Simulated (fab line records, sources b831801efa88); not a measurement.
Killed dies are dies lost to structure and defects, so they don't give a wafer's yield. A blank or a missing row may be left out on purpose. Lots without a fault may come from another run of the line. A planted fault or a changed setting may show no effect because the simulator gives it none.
fab line records | flow sfq_line
record lots=5 wafers=15 last_day=85
route steps=325 shown M2@92 I2@103 M3@118
lots that met no fault: from a run of the same line without faults
start_h: hours from the record's first day to the start of the lot's first wafer shown | wait_h: hours since the lot's step before | " the same as in the row above | L1.1+2: a row that stands for several wafers | - no value, or no start given | * or withheld: withheld | < > ~ a bound
route shown NAME@n: a module of which the file shows steps, and the number in the route of the first | usual: mean/standard deviation of fault-free wafers | same: alike in all rows | chamber/n: place in a boat | sites: the reading at each site | _std_site: their standard deviation | _edge_site: outer sites' mean less inner sites' | radius_mm: how far each site lies from the wafer's centre | mask NAME#n: copy n | behind: the tool/chamber that last shaped the wafer | hold: why the lot was held/for how many hours/how that ended | device: the transistor (n, p or np) that didn't switch | end of line: the same wafers' tests at the end of the route | a step without rows: its recipe alone | killed: dies lost to structure and defects at the first sort, not the wafer's yield | map: a wafer's dies, x killed, . not, _ none there
set.NAME: the setting as run; set.NAME@STEP: as run at that earlier step | model.NAME: the simulator's own value behind a step, which no gauge read
lots at some steps of the route; a table a step, a row a wafer
services: from which hour (start_h, from the record's first day; less than 0 if before it) a tool's chamber was out of use, for how many hours, and why
## steps
# step SFQ_TRILAYER_M2_LITHO_COAT_062
# recipe resist=BARC spin_rpm=3000 resist_thk_nm=62
# step SFQ_TRILAYER_M2_LITHO_COAT_057
# recipe resist=KrF spin_rpm=3000 resist_thk_nm=600
# step SFQ_TRILAYER_M2_LITHO_SOFTBAKE_061
# recipe temp_c=withheld time_s=withheld resist=KrF
# step SFQ_TRILAYER_M2_LITHO_EXPOSE_058
# recipe mask_id=M2 na=0.6 source_shape=conventional sigma_outer=0.65 target_cd_nm=500 dose_mj=14.4
# step SFQ_TRILAYER_M2_LITHO_PEB_060
# recipe peb_temp_c=115 peb_time_s=60 resist=KrF
# step SFQ_TRILAYER_M2_LITHO_DEVELOP_059
# recipe time_s=60 resist=KrF
# step SFQ_M2_OVL_MEAS_916
# usual M2_OVL=-1/5.7
# columns lot.wafer tool chamber start_h wait_h M2_OVL[nm]
L223.4 overlay-02 - 556.18 0.1 -6
L223.5 " - " " -12
L223.6 " - " " -16
L227.2 overlay-02 - 723.40 0.1 6
L227.3 " - " " 2
L227.4 " - " " 11
L229.1 overlay-02 - 727.00 0.1 -5
L229.4 " - " " -1
L229.5 " - " " 1
L234.1 overlay-01 - 759.52 0.1 3
L234.5 " - " " 3
L234.6 " - " " -1
L235.1 overlay-01 - 765.52 0.1 5
L235.3 " - " " -1
L235.4 " - " " 1
# step SFQ_TRILAYER_M2_BARC_OPEN_METAL_ETCH_077
# recipe mask_material=PR chemistry=O2 target_depth_nm=125 target=BARC icp_w=600 bias_w=80 pressure_mtorr=10 time_s=41.7
# usual drypump_motor_current_A=5.4/0.32 he_backside_leak_sccm=3.55/0.19 oes_product_au=0.685/0.0048 rf_fwd_power_W=593.8/2.1
# columns lot.wafer tool chamber start_h wait_h drypump_motor_current_A he_backside_leak_sccm oes_product_au rf_fwd_power_W rf_hours_counter_h
L223.4 rie_metal-04 1 556.26 0.1 5.9 3.44 0.688 593.3 -
L223.5 " 1 " " 5.9 3.68 0.682 592.6 -
L223.6 " 1 " " 5.9 3.49 0.681 593.0 -
L227.2 rie_metal-03 1 723.43 0.0 5.3 3.50 0.685 593.3 31
L227.3 " 1 " " 5.3 3.59 0.684 594.4 -
L227.4 " 0 " " 5.1 3.64 0.682 596.1 -
L229.1 rie_metal-04 0 727.03 0.0 5.7 3.59 0.684 594.7 31
L229.4 " 0 " " 5.7 3.60 0.688 593.8 -
L229.5 " 0 " " 5.7 3.68 0.694 591.7 -
L234.1 rie_metal-04 1 759.56 0.0 5.8 3.49 0.694 592.3 75
L234.5 " 0 " " 5.7 3.47 0.693 592.4 -
L234.6 " 1 " " 5.9 3.80 0.683 591.4 -
L235.1 rie_metal-04 1 765.56 0.0 5.9 3.61 0.681 590.9 76
L235.3 " 0 " " 5.7 3.55 0.692 594.8 -
L235.4 " 1 " " 5.9 3.68 0.677 594.1 -
# step SFQ_TRILAYER_M2_ETCH_METAL_ETCH_060
# recipe target=Nb stop_on=SiO2 mask_material=PR chemistry=Cl2/Ar target_depth_nm=240 icp_w=600 bias_w=80 pressure_mtorr=10 time_s=120
# step SFQ_TRILAYER_M2_STRIP_STRIP_061
# recipe gas=O2 power_w=200 platen_temp_c=40 overash_fraction=0.65 chemistry=O2 pressure_mtorr=50
# usual drypump_motor_current_A=5.4/0.32 he_backside_leak_sccm=3.58/0.25 oes_product_au=0.999/0.01
# columns lot.wafer tool chamber start_h wait_h drypump_motor_current_A he_backside_leak_sccm oes_product_au rf_hours_counter_h
L223.4 rie_metal-04 1 557.17 0.7 5.9 3.53 1.001 -
L223.5 " 1 " " 5.9 3.57 0.990 -
L223.6 " 1 " " 5.9 3.66 0.995 -
L227.2 rie_metal-03 1 723.62 0.1 5.3 3.44 0.987 32
L227.3 " 1 " " 5.3 3.54 0.991 -
L227.4 " 0 " " 5.1 3.08 1.000 -
L229.1 rie_metal-04 0 727.22 0.1 5.7 3.58 1.013 31
L229.4 " 0 " " 5.7 3.77 1.009 -
L229.5 " 0 " " 5.7 3.47 1.010 -
L234.1 rie_metal-04 1 759.74 0.1 5.9 3.47 0.997 75
L234.5 " 0 " " 5.7 3.71 1.023 -
L234.6 " 1 " " 5.9 3.58 0.990 -
L235.1 rie_metal-04 1 765.74 0.1 5.9 3.48 0.993 76
L235.3 " 0 " " 5.7 3.73 1.011 -
L235.4 " 1 " " 5.9 3.68 0.997 -
# step SFQ_TRILAYER_M2_STRIP_SOLV_CLEAN_062
# recipe chemistry=NMP temp_c=70 time_s=600
# step SFQ_TRILAYER_I2_DEP_PECVD_063
# recipe material=SiO2 temp_c=150 time_s=111.11 pressure_torr=2.4 rf_w=183.3 precursor=SiH4/N2O target_thk_nm=500
# usual chamber_pressure_Torr=2.400/0.0049 heater_power_w=89/12 rf_fwd_power_W=182.2/0.56 throttle_valve_pct=24.8/1.6
# columns lot.wafer tool chamber start_h wait_h chamber_pressure_Torr heater_power_w rf_fwd_power_W throttle_valve_pct
L223.4 pecvd-04 0 557.98 0.0 2.399 74 182.0 25.6
L223.5 " 1 " " 2.398 88 181.9 24.9
L223.6 " 2 " " 2.395 69 182.1 24.3
L227.2 pecvd-02 2 724.39 0.0 2.399 90 182.1 23.1
L227.3 " 1 " " 2.405 97 182.3 24.1
L227.4 " 2 " " 2.395 94 182.4 23.3
L229.1 pecvd-01 1 727.99 0.0 2.401 96 182.0 25.8
L229.4 " 0 " " 2.403 77 182.2 27.7
L229.5 " 2 " " 2.402 95 182.2 24.6
L234.1 pecvd-02 0 760.54 0.0 2.402 112 181.9 21.7
L234.5 " 0 " " 2.397 117 182.4 21.6
L234.6 " 2 " " 2.397 85 182.8 23.4
L235.1 pecvd-01 0 766.52 0.0 2.404 80 182.4 28.0
L235.3 " 2 " " 2.399 98 182.4 24.4
L235.4 " 1 " " 2.397 83 183.2 25.6
# step SFQ_TRILAYER_I2_CMP_CMP_064
# recipe material=SiO2 down_force_psi=3 platen_rpm=60 pad_velocity_m_s=0.94248
# usual motor_current_A=10.4/1.3 time_to_endpoint_s=213/8.2
# columns lot.wafer tool chamber start_h wait_h motor_current_A time_to_endpoint_s model.SiO2_of_TRILAYER_I2_DEP_PECVD_063.thk_nm
L223.4 cmp-01 2 569.36 11.3 9.8 201 197.5
L223.6 " 0 570.36 12.3 9.0 224 200.9
L223.5 " 1 " " 9.5 207 199.8
L227.4 cmp-02 3 782.64 58.2 12.2 216 200.2
L227.2 " 0 " " 10.7 219 202.5
L227.3 " 1 " " 12.7 215 199.7
L229.4 cmp-02 1 785.64 57.6 12.4 225 178.9
L229.1 " 2 " " 10.0 208 198.4
L229.5 " 0 787.14 59.1 10.5 228 199.9
L234.1 cmp-01 0 799.00 38.4 9.0 214 201.4
L234.6 " 1 " " 9.7 207 198.5
L234.5 " 2 " " 9.7 204 198
L235.4 cmp-01 1 806.50 39.9 10.1 213 200.5
L235.1 " 2 " " 9.3 208 198.5
L235.3 " 3 " " 10.8 213 200
# step SFQ_I2_BOW_MEAS_917
# recipe mode=bow
# usual I2_BOW=1/7.6
# columns lot.wafer tool chamber start_h wait_h I2_BOW[um]
L223.4 film_metro-01 - 571.42 1.6 5
L223.5 " - " " -2
L223.6 " - " " 1
L227.2 film_metro-03 - 785.16 1.5 -8
L227.3 " - " " -6
L227.4 " - " " -7
L229.1 film_metro-01 - 788.14 1.5 5
L229.4 " - " " 2
L229.5 " - " " 1
L234.1 film_metro-03 - 800.50 1.0 -4
L234.5 " - " " -8
L234.6 " - " " 10
L235.1 film_metro-02 - 809.50 2.0 -3
L235.3 " - " " 1
L235.4 " - " " -3
# step SFQ_TRILAYER_I2_METRO_MEASURE_065
# usual thk_nm=199.3/1.2
# columns lot.wafer tool chamber start_h wait_h thk_nm
L223.4 film_metro-01 - 572.08 0.6 197.5
L223.5 " - " " 199.7
L223.6 " - " " 200.9
L227.2 film_metro-03 - 785.46 0.3 202.7
L227.3 " - " " 200.0
L227.4 " - " " 200.1
L229.1 film_metro-01 - 788.26 0.1 198.4
L229.4 " - " " 178.9
L229.5 " - " " 199.9
L234.1 film_metro-03 - 800.62 0.1 201.5
L234.5 " - " " 198.0
L234.6 " - " " 198.5
L235.1 film_metro-02 - 809.62 0.1 198.5
L235.3 " - " " 199.9
L235.4 " - " " 200.5
# step SFQ_TRILAYER_I2_VIA_LITHO_COAT_072
# recipe resist=BARC spin_rpm=3000 resist_thk_nm=62
# step SFQ_TRILAYER_I2_VIA_LITHO_COAT_067
# recipe resist=KrF spin_rpm=3000 resist_thk_nm=650
# step SFQ_TRILAYER_I2_VIA_LITHO_SOFTBAKE_071
# recipe temp_c=withheld time_s=withheld resist=KrF
# step SFQ_TRILAYER_I2_VIA_LITHO_EXPOSE_068
# recipe mask_id=I2 na=0.6 source_shape=conventional sigma_outer=0.65 target_cd_nm=500 dose_mj=21.3
# step SFQ_TRILAYER_I2_VIA_LITHO_PEB_070
# recipe peb_temp_c=115 peb_time_s=60 resist=KrF
# step SFQ_TRILAYER_I2_VIA_LITHO_DEVELOP_069
# recipe time_s=60 resist=KrF
# step SFQ_I2_OVL_MEAS_918
# usual I2_OVL=1/5.2
# columns lot.wafer tool chamber start_h wait_h I2_OVL[nm]
L223.4 overlay-02 - 711.28 0.1 -3
L223.5 " - " " -3
L223.6 " - " " -2
L227.2 overlay-02 - 789.83 0.1 -6
L227.3 " - " " -3
L227.4 " - " " -6
L229.1 overlay-02 - 913.74 0.1 2
L229.4 " - " " 0
L229.5 " - " " 1
L234.1 overlay-01 - 935.67 0.1 -1
L234.5 " - " " -3
L234.6 " - " " -6
L235.1 overlay-02 - 946.47 0.1 5
L235.3 " - " " -1
L235.4 " - " " -1
# step SFQ_TRILAYER_I2_VIA_BARC_OPEN_VIA_ETCH_096
# recipe mask_material=PR chemistry=O2 target_depth_nm=125 target=BARC source_w=500 bias_w=80 pressure_mtorr=30 time_s=41.7
# usual drypump_motor_current_A=5.6/0.36 oes_product_au=0.685/0.005 rf_fwd_power_W=494.4/2.3
# columns lot.wafer tool chamber start_h wait_h drypump_motor_current_A oes_product_au rf_fwd_power_W rf_hours_counter_h
L223.4 rie_diel-02 0 711.30 0.0 5.5 0.689 496.9 11
L223.5 " 2 " " 5.8 0.689 494.1 -
L223.6 " 3 " " 5.8 0.689 494.1 -
L227.2 rie_diel-03 1 789.86 0.0 5.7 0.685 491.6 14
L227.3 " 0 " " 5.3 0.689 492.2 14
L227.4 " 3 " " 5.3 0.681 493.6 11
L229.1 rie_diel-02 2 913.78 0.0 5.8 0.679 492.2 17
L229.4 " 3 " " 5.8 0.674 495.9 20
L229.5 " 0 " " 5.5 0.686 496.0 -
L234.1 rie_diel-02 0 935.71 0.0 5.5 0.676 495.2 15
L234.5 " 0 " " 5.5 0.684 493.6 -
L234.6 " 1 " " 4.9 0.684 497.2 -
L235.1 rie_diel-02 2 946.51 0.0 5.8 0.681 491.1 18
L235.3 " 3 " " 5.8 0.682 495.9 20
L235.4 " 0 " " 5.5 0.683 497.2 15
# step SFQ_TRILAYER_I2_VIA_ETCH_VIA_ETCH_070
# recipe target=SiO2 stop_on=Nb mask_material=PR taper_deg=20 chemistry=CHF3 target_depth_nm=260 source_w=500 bias_w=80 pressure_mtorr=30 time_s=withheld
# usual drypump_motor_current_A=5.6/0.36 oes_product_au=0.853/0.0055 rf_fwd_power_W=498.0/1.6
# columns lot.wafer tool chamber start_h wait_h drypump_motor_current_A oes_product_au rf_fwd_power_W model.I2.feature_depth_nm model.etch.depth_nm
L223.4 rie_diel-02 0 711.34 0.0 5.5 0.846 497.9 197.5 197.5
L223.5 " 2 " " 5.8 0.859 497.4 199.8 199.8
L223.6 " 3 " " 5.8 0.855 496.2 200.9 200.9
L227.2 rie_diel-03 1 789.90 0.0 5.7 0.854 499.1 202.5 202.5
L227.3 " 0 " " 5.3 0.859 496.7 199.7 199.7
L227.4 " 3 " " 5.3 0.848 502.5 200.2 200.2
L229.1 rie_diel-02 2 913.81 0.0 5.8 0.855 496.4 198.4 198.4
L229.4 " 3 " " 5.8 0.803 499.8 178.9 178.9
L229.5 " 0 " " 5.5 0.852 497.9 199.9 199.9
L234.1 rie_diel-02 0 935.75 0.0 5.5 0.869 498.0 201.4 201.4
L234.5 " 0 " " 5.5 0.842 498.8 198 198
L234.6 " 1 " " 4.9 0.855 499.6 198.5 198.5
L235.1 rie_diel-02 2 946.55 0.0 5.8 0.848 498.3 198.5 198.5
L235.3 " 3 " " 5.8 0.860 497.3 200 200
L235.4 " 0 " " 5.5 0.851 499.0 200.5 200.5
# step SFQ_TRILAYER_I2_VIA_STRIP_STRIP_071
# recipe gas=O2 power_w=200 platen_temp_c=40 overash_fraction=0.65 chemistry=O2 pressure_mtorr=50
# usual drypump_motor_current_A=5.7/0.54 he_backside_leak_sccm=3.5/0.32 oes_product_au=1.001/0.011
# columns lot.wafer tool chamber start_h wait_h drypump_motor_current_A he_backside_leak_sccm oes_product_au rf_hours_counter_h
L223.4 rie_metal-04 0 711.65 - 5.7 3.6 1.003 -
L223.5 " 1 " " 5.8 3.6 0.988 -
L223.6 " 0 " " 5.7 3.8 0.998 -
L227.2 rie_metal-02 0 790.01 - 5.0 3.5 0.999 58
L227.3 " 1 " " 5.7 3.3 1.006 -
L227.4 " 0 " " 5.0 3.4 0.990 -
L229.1 rie_metal-01 0 913.93 - 5.1 3.6 1.002 70
L229.4 " 0 " " 5.1 3.5 0.988 -
L229.5 " 0 " " 5.1 3.6 0.999 -
L234.1 rie_metal-02 0 935.86 - 5.0 3.3 1.000 79
L234.5 " 0 " " 5.0 3.4 0.994 -
L234.6 " 1 " " 5.7 3.3 0.988 -
L235.1 rie_metal-01 1 946.66 - 6.6 3.2 0.996 54
L235.3 " 1 " " 6.7 3.3 0.986 -
L235.4 " 0 " " 5.1 3.6 1.005 -
# step SFQ_TRILAYER_I2_VIA_STRIP_SOLV_CLEAN_072
# recipe chemistry=NMP temp_c=70 time_s=600
# step SFQ_TRILAYER_M3_DEP_PRE_CLEAN_074
# recipe gas=Ar time_s=22.5 bias_v=250
# columns lot.wafer tool chamber start_h wait_h model.SiO2_of_TRILAYER_I2_DEP_PECVD_063.thk_nm
L223.4 pvd_sputter-03 - 712.23 0.0 190
L223.5 " - " " 192.3
L223.6 " - " " 193.4
L227.2 pvd_sputter-05 - 790.79 0.0 195
L227.3 " - " " 192.2
L227.4 " - " " 192.7
L229.1 pvd_sputter-06 - 914.70 0.0 190.9
L229.4 " - " " 171.4
L229.5 " - " " 192.4
L234.1 pvd_sputter-03 - 936.64 0.0 193.9
L234.5 " - " " 190.5
L234.6 " - " " 191
L235.1 pvd_sputter-06 - 947.61 0.0 191
L235.3 " - " " 192.5
L235.4 " - " " 193
# step SFQ_TRILAYER_M3_DEP_SPUTTER_073
# recipe material=Nb base_pressure_pa=1.33e-06 chamber_pressure_pa=0.1333 substrate_temp_c=20 resputter_cathode_voltage_v=400 target_thk_nm=200 power_w=2000 time_s=133.3
## services
# columns tool chamber start_h hours kind
pecvd-02 - 538.56 6.0 pm
rie_diel-02 - 567.54 0.6 repair
rie_metal-04 1 575.72 9.4 repair
rie_diel-02 - 611.70 0.5 repair
rie_diel-02 2 614.02 3.2 repair
cmp-01 - 623.28 0.5 repair
rie_diel-02 - 624.47 2.8 pm
cmp-01 - 641.63 8.7 repair
cmp-01 - 656.22 0.6 repair
cmp-01 - 660.06 1.8 repair
rie_diel-02 0 679.77 22.3 repair
rie_diel-02 2 692.88 7.9 repair
cmp-01 - 719.83 28.4 pm
cmp-01 - 748.78 1.2 repair
cmp-01 - 751.27 4.0 pm
rie_diel-02 - 758.88 14.6 pm
cmp-01 - 809.50 6.6 pm
cmp-01 - 837.85 0.6 repair
rie_diel-02 3 861.68 1.2 repair
cmp-01 - 886.31 4.0 pm
cmp-01 - 890.49 5.2 repair
cmp-01 - 895.38 0.4 repair
rie_metal-04 - 910.24 0.8 repair
cmp-01 - 930.39 0.2 repair
## key
first_sign step=SFQ_TRILAYER_I2_METRO_MEASURE_065 reading=thk_nm direction=down sigmas=17 usual=199.3 struck=178.9
effect step=SFQ_TRILAYER_I2_VIA_ETCH_VIA_ETCH_070 reading=oes_product_au direction=down sigmas=9.2 usual=0.853 struck=0.803
model_effect step=SFQ_TRILAYER_I2_CMP_CMP_064 value=SiO2_of_TRILAYER_I2_DEP_PECVD_063.thk_nm without=198.9 struck=178.9
model_effect step=SFQ_TRILAYER_I2_VIA_ETCH_VIA_ETCH_070 value=I2.feature_depth_nm without=198.9 struck=178.9
model_effect step=SFQ_TRILAYER_M3_DEP_PRE_CLEAN_074 value=SiO2_of_TRILAYER_I2_DEP_PECVD_063.thk_nm without=191.4 struck=171.4
met_at SFQ_TRILAYER_I2_CMP_CMP_064
struck_wafers L229.4
fault kind=process_parameter_drift tool=cmp-02 chamber=1 onset_h=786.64 steps=SFQ_TRILAYER_I2_CMP_CMP_064 channel=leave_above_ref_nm offset=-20 shape=step end_h=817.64 acts_in=these_recipes_only stated=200
